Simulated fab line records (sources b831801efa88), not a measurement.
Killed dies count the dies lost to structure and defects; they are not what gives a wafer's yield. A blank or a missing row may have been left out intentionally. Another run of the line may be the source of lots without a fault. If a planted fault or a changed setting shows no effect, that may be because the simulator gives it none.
Check for tools in common    flow gf180mcu    Sample size 14 lots and 51 wafers

== THE REASON FOR OPENING IT ==
GF_NWELL_TW_MEAS_11, reading NWELL_TW: flagged on 3 of 14 lots. Wafers without a fault read 1565, standard deviation 11.
Rule: a lot is flagged when every wafer of it that has a number lies more than 4 standard deviations from that mean, or none has a number. The rest of the lots are taken to be sound.

lot   measured     on             NWELL_TW, wafer by wafer       flag
L288  day 3 12:14  film-metro-03  1587 1576 1583                 
L289  day 3 19:29  film-metro-04  1571 1567 1577                 
L290  day 4 00:14  film-metro-01  1552 1559 1553                 
L291  day 4 05:19  film-metro-01  1560 1560 1554                 
L293  day 4 18:23  film-metro-01  1538 1550 1552                 
L294  day 4 21:49  film-metro-04  1567 1562 1561                 
L295  day 5 04:25  film-metro-01  1558 1553 1554                 
L296  day 5 09:28  film-metro-01  1556 1561 1557                 
L297  day 5 13:46  film-metro-01  1547 1567 1550                 
L299  day 6 03:41  film-metro-01  1914 1902 1896 1897 1906 1905  FLAGGED
L300  day 6 07:46  film-metro-01  1556 1564 1566                 
L305  day 7 12:11  film-metro-03  1926 1936 1934 1936 1936 1942  FLAGGED
L307  day 7 21:47  film-metro-04  1565 1560 1566                 
L308  day 8 03:21  film-metro-03  1910 1928 1919 1928 1918 1937  FLAGGED
Average over the flagged lots: 1921; offset from the usual +356, equal to +32 standard deviations.

== LOT BY LOT: THE TOOL USED ==
The record keeps 1 process step preceding the reading, out of 602 steps on the route. Cell contents, in order: the tool; ch with the chambers the sampled wafers went through; the start.
lot   flag     GF_NWELL_IMPLANT_08
L288           implanter-01 ch 0, day 3 11:51
L289           implanter-01 ch 0, day 3 19:07
L290           implanter-01 ch 0, day 3 23:50
L291           implanter-03 ch 0, day 4 04:55
L293           implanter-01 ch 0, day 4 18:01
L294           implanter-03 ch 0, day 4 21:25
L295           implanter-01 ch 0, day 5 04:01
L296           implanter-03 ch 0, day 5 09:04
L297           implanter-03 ch 0, day 5 13:19
L299  FLAGGED  implanter-01 ch 0, day 6 02:57
L300           implanter-01 ch 0, day 6 07:24
L305  FLAGGED  implanter-02 ch 0, day 7 11:30
L307           implanter-01 ch 0, day 7 21:25
L308  FLAGGED  implanter-01 ch 0, day 8 02:40
What is done by these steps:
- GF_NWELL_IMPLANT_08
- GF_NWELL_TW_MEAS_11

== FLAGGED OVER TOTAL, TOOL BY TOOL (the gauges that took the reading come last) ==
step                 tool           lots run  flagged  share of the flagged lots  sound lots run after its first flagged lot
GF_NWELL_IMPLANT_08  implanter-01   9         2        some                       2 (L300,L307)
GF_NWELL_IMPLANT_08  implanter-02   1         1        some                       0
GF_NWELL_IMPLANT_08  implanter-03   4         0        none                       -
GF_NWELL_TW_MEAS_11  film-metro-01  8         1        some                       1 (L300)
GF_NWELL_TW_MEAS_11  film-metro-03  3         2        some                       0
GF_NWELL_TW_MEAS_11  film-metro-04  3         0        none                       -

== THE TABLE: WHAT IT ALLOWS ==
No row of the table ran every flagged lot.

== WHAT THE SIMULATOR HAD PUT IN ==
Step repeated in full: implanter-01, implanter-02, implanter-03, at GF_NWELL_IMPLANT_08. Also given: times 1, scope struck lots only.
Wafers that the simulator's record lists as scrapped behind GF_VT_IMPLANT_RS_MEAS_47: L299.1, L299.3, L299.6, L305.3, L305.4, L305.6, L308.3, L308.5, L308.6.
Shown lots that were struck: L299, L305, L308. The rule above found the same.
